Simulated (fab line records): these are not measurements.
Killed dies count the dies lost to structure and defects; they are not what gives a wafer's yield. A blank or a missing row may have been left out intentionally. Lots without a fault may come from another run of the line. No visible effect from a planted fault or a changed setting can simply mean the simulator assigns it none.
fab line records ; flow gf180mcu
record lots=13; wafers=39; last-day=34
route steps=602 shown STI@5 VT_IMPLANT@120 MVPSD@139 HV_LDD@213
lots that met no fault: from a run of the same line without faults
start-h: hours from the record's first day to the start of the lot's first wafer shown ; wait-h: hours since the lot's step before ; " unchanged from the row above ; L1.1+2: a row that stands for several wafers ; - no value, or no start was given ; * or withheld: withheld ; < > ~ a bound
route shown NAME@n: names a module that has steps shown in the file, with the first one's number in the route ; usual: average and standard deviation across the fault-free wafers ; same: alike in all rows ; chamber/n: place in a boat ; sites: the reading at each site ; _std_site: the standard deviation of these ; _edge_site: mean of outer sites minus mean of inner sites ; radius-mm: for every site, how far away it sits from the centre of the wafer ; mask NAME#n: copy n ; behind: tool/chamber where the wafer was last shaped ; hold: reason for holding the lot/hours on hold/outcome of the hold ; device: names the non-switching transistor (n, p or np) ; end of line: tests of these same wafers at the route's end ; step lacking rows: just its recipe ; killed: count of dies lost to structure and defects at first sort (not the wafer's yield) ; map: a wafer's dies, marking killed ones x, the rest . and places with no die _
set.NAME: the setting as run; set.NAME@STEP: as run at that earlier step ; model.NAME: the simulator's own value behind a step, which no gauge read
steps of the route over a sample of lots; a table a step, a row a wafer
services: when a tool's chamber went out of use (start-h, in hours from the record's first day, below 0 if earlier), for how many hours, and the reason
## steps
# step GF_STI_THK_MEAS_04
# recipe reads=Si3N4_of_STI_CVD_03
# usual STI_CVD_03_THK=208.2/2
lot.wafer;tool;chamber;start-h;wait-h;STI_CVD_03_THK[nm]
L483.2;film-metro-04;-;13.82;0.0;207.7
L483.3;film-metro-04;-;13.82;0.0;206.5
L483.5;film-metro-04;-;13.82;0.0;206.8
L484.2;film-metro-04;-;18.71;0.0;204.8
L484.3;film-metro-04;-;18.71;0.0;205.5
L484.5;film-metro-04;-;18.71;0.0;203.6
L485.3;film-metro-04;-;23.58;0.0;206.0
L485.4;film-metro-04;-;23.58;0.0;205.7
L485.5;film-metro-04;-;23.58;0.0;204.2
L486.1;film-metro-04;-;28.56;0.0;208.0
L486.4;film-metro-04;-;28.56;0.0;206.4
L486.5;film-metro-04;-;28.56;0.0;208.3
L487.2;film-metro-01;-;33.73;0.0;210.7
L487.3;film-metro-01;-;33.73;0.0;211.5
L487.4;film-metro-01;-;33.73;0.0;212.8
L488.1;film-metro-04;-;38.56;0.0;207.7
L488.2;film-metro-04;-;38.56;0.0;208.6
L488.5;film-metro-04;-;38.56;0.0;207.5
L489.1;film-metro-01;-;45.29;0.0;208.1
L489.2;film-metro-01;-;45.29;0.0;209.6
L489.6;film-metro-01;-;45.29;0.0;208.9
L490.1;film-metro-01;-;50.36;0.0;210.2
L490.2;film-metro-01;-;50.36;0.0;209.2
L490.4;film-metro-01;-;50.36;0.0;209.1
L498.2;film-metro-04;-;88.57;0.0;207.8
L498.3;film-metro-04;-;88.57;0.0;208.3
L498.4;film-metro-04;-;88.57;0.0;207.9
L499.1;film-metro-01;-;93.61;0.0;210.3
L499.3;film-metro-01;-;93.61;0.0;209.4
L499.6;film-metro-01;-;93.61;0.0;210.4
L501.2;film-metro-04;-;103.65;0.0;204.7
L501.3;film-metro-04;-;103.65;0.0;205.2
L501.4;film-metro-04;-;103.65;0.0;204.4
L503.2;film-metro-04;-;113.57;0.0;206.7
L503.3;film-metro-04;-;113.57;0.0;206.2
L503.6;film-metro-04;-;113.57;0.0;207.6
L506.1;film-metro-04;-;128.69;0.0;207.2
L506.5;film-metro-04;-;128.69;0.0;206.5
L506.6;film-metro-04;-;128.69;0.0;205.9
# step GF_VT_IMPLANT_IMPLANT_30
# recipe species=B; energy-kev=25; dose-cm2=2.534e+12; tilt-deg=7
# usual dose-ions-cm2=2.5342e+12/2.5e+09; faraday-current-uA=14.29/0.29
lot.wafer;tool;chamber;start-h;wait-h;dose-ions-cm2;faraday-current-uA
L483.2;implanter-01;0;142.80;0.0;2.5334e+12;14.79
L483.3;implanter-01;0;142.80;0.0;2.5306e+12;14.29
L483.5;implanter-01;0;142.80;0.0;2.5302e+12;14.78
L484.2;implanter-01;0;147.21;0.0;2.5298e+12;14.62
L484.3;implanter-01;0;147.21;0.0;2.5269e+12;14.45
L484.5;implanter-01;0;147.21;0.0;2.5342e+12;14.42
L485.3;implanter-03;0;160.43;0.1;2.5294e+12;14.80
L485.4;implanter-03;0;160.43;0.1;2.531e+12;14.48
L485.5;implanter-03;0;160.43;0.1;2.5358e+12;14.47
L486.1;implanter-01;0;165.34;0.0;2.537e+12;14.27
L486.4;implanter-01;0;165.34;0.0;2.5342e+12;14.41
L486.5;implanter-01;0;165.34;0.0;2.5368e+12;14.26
L487.2;implanter-01;0;169.45;0.0;2.532e+12;14.67
L487.3;implanter-01;0;169.45;0.0;2.5375e+12;13.94
L487.4;implanter-01;0;169.45;0.0;2.5338e+12;14.48
L488.1;implanter-02;0;180.98;0.0;2.5351e+12;14.16
L488.2;implanter-02;0;180.98;0.0;2.533e+12;14.54
L488.5;implanter-02;0;180.98;0.0;2.5339e+12;14.55
L489.1;implanter-03;0;181.88;0.0;2.5373e+12;14.14
L489.2;implanter-03;0;181.88;0.0;2.5381e+12;14.61
L489.6;implanter-03;0;181.88;0.0;2.5376e+12;13.98
L490.1;implanter-03;0;192.18;0.0;2.5365e+12;13.78
L490.2;implanter-03;0;192.18;0.0;2.5379e+12;14.12
L490.4;implanter-03;0;192.18;0.0;2.5373e+12;14.21
L498.2;implanter-03;0;240.61;0.0;2.706e+11;1.51
L498.3;implanter-03;0;240.61;0.0;2.692e+11;1.54
L498.4;implanter-03;0;240.61;0.0;2.713e+11;1.57
L499.1;implanter-03;0;242.42;0.0;2.748e+11;1.53
L499.3;implanter-03;0;242.42;0.0;2.717e+11;1.50
L499.6;implanter-03;0;242.42;0.0;2.718e+11;1.58
L501.2;implanter-01;0;257.20;0.0;2.532e+12;14.35
L501.3;implanter-01;0;257.20;0.0;2.5324e+12;14.13
L501.4;implanter-01;0;257.20;0.0;2.533e+12;14.56
L503.2;implanter-02;0;270.35;0.0;2.5345e+12;14.33
L503.3;implanter-02;0;270.35;0.0;2.5353e+12;14.10
L503.6;implanter-02;0;270.35;0.0;2.5363e+12;14.67
L506.1;implanter-01;0;291.44;0.0;2.5363e+12;14.46
L506.5;implanter-01;0;291.44;0.0;2.5338e+12;14.40
L506.6;implanter-01;0;291.44;0.0;2.5376e+12;14.11
# step GF_VT_IMPLANT_TW_MEAS_32
# usual VT_IMPLANT_3_TW=269.0/1.8
lot.wafer;tool;chamber;start-h;wait-h;VT_IMPLANT_3_TW
L483.2;film-metro-03;-;143.04;0.1;269.6
L483.3;film-metro-03;-;143.04;0.1;267.3
L483.5;film-metro-03;-;143.04;0.1;267.8
L484.2;film-metro-04;-;147.45;0.1;273.0
L484.3;film-metro-04;-;147.45;0.1;271.1
L484.5;film-metro-04;-;147.45;0.1;270.2
L485.3;film-metro-03;-;160.65;0.1;268.0
L485.4;film-metro-03;-;160.65;0.1;268.7
L485.5;film-metro-03;-;160.65;0.1;266.7
L486.1;film-metro-03;-;165.59;0.1;268.9
L486.4;film-metro-03;-;165.59;0.1;269.1
L486.5;film-metro-03;-;165.59;0.1;269.4
L487.2;film-metro-03;-;169.69;0.1;268.4
L487.3;film-metro-03;-;169.69;0.1;268.2
L487.4;film-metro-03;-;169.69;0.1;267.2
L488.1;film-metro-04;-;181.23;0.1;271.5
L488.2;film-metro-04;-;181.23;0.1;272.0
L488.5;film-metro-04;-;181.23;0.1;271.3
L489.1;film-metro-04;-;182.13;0.1;271.6
L489.2;film-metro-04;-;182.13;0.1;271.0
L489.6;film-metro-04;-;182.13;0.1;270.2
L490.1;film-metro-04;-;192.43;0.1;270.6
L490.2;film-metro-04;-;192.43;0.1;270.2
L490.4;film-metro-04;-;192.43;0.1;270.7
L498.2;film-metro-04;-;240.85;0.1;145.5
L498.3;film-metro-04;-;240.85;0.1;144.8
L498.4;film-metro-04;-;240.85;0.1;145.0
L499.1;film-metro-03;-;242.67;0.1;144.5
L499.3;film-metro-03;-;242.67;0.1;144.1
L499.6;film-metro-03;-;242.67;0.1;144.8
L501.2;film-metro-03;-;257.43;0.1;269.6
L501.3;film-metro-03;-;257.43;0.1;270.2
L501.4;film-metro-03;-;257.43;0.1;269.8
L503.2;film-metro-04;-;270.58;0.1;269.3
L503.3;film-metro-04;-;270.58;0.1;271.5
L503.6;film-metro-04;-;270.58;0.1;270.5
L506.1;film-metro-02;-;291.69;0.1;266.6
L506.5;film-metro-02;-;291.69;0.1;265.0
L506.6;film-metro-02;-;291.69;0.1;265.3
# step GF_VT_IMPLANT_RS_MEAS_49
# recipe thk-meas-gauge=four-point-probe
# usual MVPSD_RS=1168.4/3
lot.wafer;tool;chamber;start-h;wait-h;MVPSD_RS[ohm/sq]
L483.2;film-metro-02;-;159.37;0.1;1167.7
L483.3;film-metro-02;-;159.37;0.1;1165.7
L483.5;film-metro-02;-;159.37;0.1;1168.0
L484.2;film-metro-03;-;163.98;0.1;1170.5
L484.3;film-metro-03;-;163.98;0.1;1167.3
L484.5;film-metro-03;-;163.98;0.1;1163.2
L485.3;film-metro-01;-;177.54;0.1;1171.5
L485.4;film-metro-01;-;177.54;0.1;1170.1
L485.5;film-metro-01;-;177.54;0.1;1169.9
L486.1;film-metro-03;-;183.00;0.1;1166.7
L486.4;film-metro-03;-;183.00;0.1;1172.7
L486.5;film-metro-03;-;183.00;0.1;1166.7
L487.2;film-metro-01;-;186.47;0.1;1170.2
L487.3;film-metro-01;-;186.47;0.1;1165.0
L487.4;film-metro-01;-;186.47;0.1;1170.9
L488.1;film-metro-03;-;198.34;0.1;1167.9
L488.2;film-metro-03;-;198.34;0.1;1168.3
L488.5;film-metro-03;-;198.34;0.1;1165.3
L489.1;film-metro-01;-;199.25;0.1;1171.6
L489.2;film-metro-01;-;199.25;0.1;1171.8
L489.6;film-metro-01;-;199.25;0.1;1172.3
L490.1;film-metro-02;-;210.24;0.1;1166.2
L490.2;film-metro-02;-;210.24;0.1;1168.6
L490.4;film-metro-02;-;210.24;0.1;1169.8
L498.2;film-metro-01;-;260.57;0.1;1175.0
L498.3;film-metro-01;-;260.57;0.1;1170.4
L498.4;film-metro-01;-;260.57;0.1;1171.8
L499.1;film-metro-03;-;261.50;0.1;1170.5
L499.3;film-metro-03;-;261.50;0.1;1169.7
L499.6;film-metro-03;-;261.50;0.1;1167.2
L501.2;film-metro-03;-;277.07;0.1;1171.0
L501.3;film-metro-03;-;277.07;0.1;1175.4
L501.4;film-metro-03;-;277.07;0.1;1173.5
L503.2;film-metro-02;-;290.73;0.1;1164.3
L503.3;film-metro-02;-;290.73;0.1;1166.0
L503.6;film-metro-02;-;290.73;0.1;1165.7
L506.1;film-metro-03;-;312.01;0.1;1170.9
L506.5;film-metro-03;-;312.01;0.1;1168.6
L506.6;film-metro-03;-;312.01;0.1;1170.8
# step GF_HV_LDD_STRIP_37
# recipe chemistry=O2/N2; power-w=1400; pressure-mtorr=1500; platen-temp-c=250; o2-flow-sccm=3000; n2-flow-sccm=300; overash-fraction=0.5
# usual drypump-motor-current-A=5.6/0.55; heater-power-w=341/32; n2-flow-sccm=299.9/0.95; oes-product-au=0.716/0.0041; strip-time-to-endpoint-s=12.63/0.044
lot.wafer;tool;chamber;start-h;wait-h;drypump-motor-current-A;heater-power-w;n2-flow-sccm;oes-product-au;rf-hours-counter-h;strip-time-to-endpoint-s
L483.2;plasma-asher-04;1;252.01;0.1;5.0;375;300.9;0.722;11;12.64
L483.3;plasma-asher-04;1;252.01;0.1;5.0;367;301.1;0.710;-;12.65
L483.5;plasma-asher-04;1;252.01;0.1;5.0;368;299.3;0.713;-;12.65
L484.2;plasma-asher-01;1;259.01;0.1;5.7;390;300.2;0.713;51;12.65
L484.3;plasma-asher-01;1;259.01;0.1;5.6;393;299.9;0.716;-;12.58
L484.5;plasma-asher-01;0;259.01;0.1;5.3;315;300.8;0.712;-;12.61
L485.3;plasma-asher-01;1;274.89;0.1;5.6;385;300.2;0.716;-;12.67
L485.4;plasma-asher-01;0;274.89;0.1;5.3;323;300.0;0.716;-;12.65
L485.5;plasma-asher-01;1;274.89;0.1;5.7;394;298.7;0.714;-;12.65
L486.1;plasma-asher-01;1;280.96;0.1;5.6;384;299.4;0.710;54;12.59
L486.4;plasma-asher-01;0;280.96;0.1;5.3;323;300.6;0.719;-;12.59
L486.5;plasma-asher-01;0;280.96;0.1;5.3;320;299.8;0.723;-;12.59
L487.2;plasma-asher-01;1;285.91;0.1;5.6;403;298.8;0.725;55;12.66
L487.3;plasma-asher-01;0;285.91;0.1;5.3;311;300.5;0.714;-;12.68
L487.4;plasma-asher-01;1;285.91;0.1;5.6;393;299.0;0.723;-;12.64
L489.1;plasma-asher-02;1;303.94;0.1;5.0;298;301.8;0.717;64;12.65
L489.2;plasma-asher-02;0;303.94;0.1;6.3;324;299.7;0.720;64;12.63
L489.6;plasma-asher-02;1;303.94;0.1;4.9;302;299.4;0.715;-;12.62
L488.1;plasma-asher-04;0;304.24;0.1;6.3;328;299.6;0.717;17;12.68
L488.2;plasma-asher-04;1;304.24;0.1;5.0;375;299.7;0.724;17;12.70
L488.5;plasma-asher-04;1;304.24;0.1;4.9;377;300.2;0.716;-;12.68
L490.1;plasma-asher-01;1;316.41;0.1;5.7;386;300.3;0.717;58;12.73
L490.2;plasma-asher-01;0;316.41;0.1;5.3;319;299.5;0.715;58;12.74
L490.4;plasma-asher-01;1;316.41;0.1;5.6;392;300.8;0.712;-;12.70
L499.1;plasma-asher-04;0;372.31;0.1;6.3;332;301.2;0.719;24;12.66
L499.3;plasma-asher-04;0;372.31;0.1;6.3;329;299.9;0.712;-;12.66
L499.6;plasma-asher-04;1;372.31;0.1;5.0;372;300.5;0.725;-;12.63
L498.2;plasma-asher-01;0;373.22;0.1;5.3;309;300.1;0.719;64;12.62
L498.3;plasma-asher-01;0;373.22;0.1;5.3;318;299.3;0.714;-;12.63
L498.4;plasma-asher-01;1;373.22;0.1;5.7;391;298.4;0.718;-;12.64
L501.2;plasma-asher-02;1;390.00;0.1;4.9;305;299.9;0.715;73;12.56
L501.3;plasma-asher-02;0;390.00;0.1;6.3;318;299.1;0.711;-;12.56
L501.4;plasma-asher-02;1;390.00;0.1;4.9;299;300.3;0.720;-;12.61
L503.2;plasma-asher-02;0;408.06;0.1;6.3;322;298.7;0.720;75;12.59
L503.3;plasma-asher-02;1;408.06;0.1;4.9;300;300.4;0.715;-;12.61
L503.6;plasma-asher-02;1;408.06;0.1;4.9;299;300.1;0.720;-;12.61
L506.1;plasma-asher-04;1;429.70;0.1;4.9;384;300.9;0.719;30;12.59
L506.5;plasma-asher-04;0;429.70;0.1;6.3;318;299.2;0.714;-;12.61
L506.6;plasma-asher-04;1;429.70;0.1;4.9;371;300.7;0.711;-;12.62
## services
tool;chamber;start-h;hours;kind
implanter-02;-;157.52;14.2;repair
implanter-02;-;173.98;1.4;repair
plasma-asher-04;-;215.61;28.2;repair
implanter-01;-;224.92;2.6;repair
implanter-03;-;226.56;2.1;repair
plasma-asher-02;-;247.27;14.6;pm
implanter-01;-;263.86;2.8;repair
implanter-01;-;266.64;5.9;pm
plasma-asher-02;-;267.05;19.1;repair
plasma-asher-02;-;268.50;4.4;repair
implanter-02;-;277.17;2.2;repair
implanter-02;-;279.66;8.4;repair
implanter-03;-;298.62;6.9;pm
implanter-01;-;307.26;3.5;repair
implanter-03;-;312.33;4.0;repair
implanter-03;-;321.59;210.0;pm
plasma-asher-02;-;421.25;9.0;pm
plasma-asher-02;0;421.25;9.0;vent-cycle
plasma-asher-02;1;421.25;9.0;vent-cycle
## key
first-sign step=GF_VT_IMPLANT_IMPLANT_30; reading=dose-ions-cm2; direction=down; sigmas=99+; usual=2.5342e+12; struck=2.716e+11
effect step=GF_VT_IMPLANT_IMPLANT_30; reading=faraday-current-uA; direction=down; sigmas=44; usual=14.29; struck=1.54
effect step=GF_VT_IMPLANT_TW_MEAS_32; reading=VT_IMPLANT_3_TW; direction=down; sigmas=67; usual=269.0; struck=144.8
met-at GF_VT_IMPLANT_IMPLANT_30
struck-lots L498,L499
tester-left-out L498,L499
not-acting-at GF_STI_THK_MEAS_04,GF_VT_IMPLANT_RS_MEAS_49,GF_HV_LDD_STRIP_37
onset-between 192.18 240.61
fault kind=process-parameter-drift; tool=implanter-03; chamber=-; onset-h=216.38; steps=GF_VT_IMPLANT_IMPLANT_30; channel=dose-cm2; offset=-2.2615e+12; shape=step; end-h=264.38; acts-in=these-recipes-only; stated=2.534e+12
# tester-left-out: of these lots the tester's yield and bins aren't shown, on N5 and GAA mostly nor the transistor test; their killed dies are dies lost to structure and defects alone, not to doping, threshold or leakage, so they don't give the yield
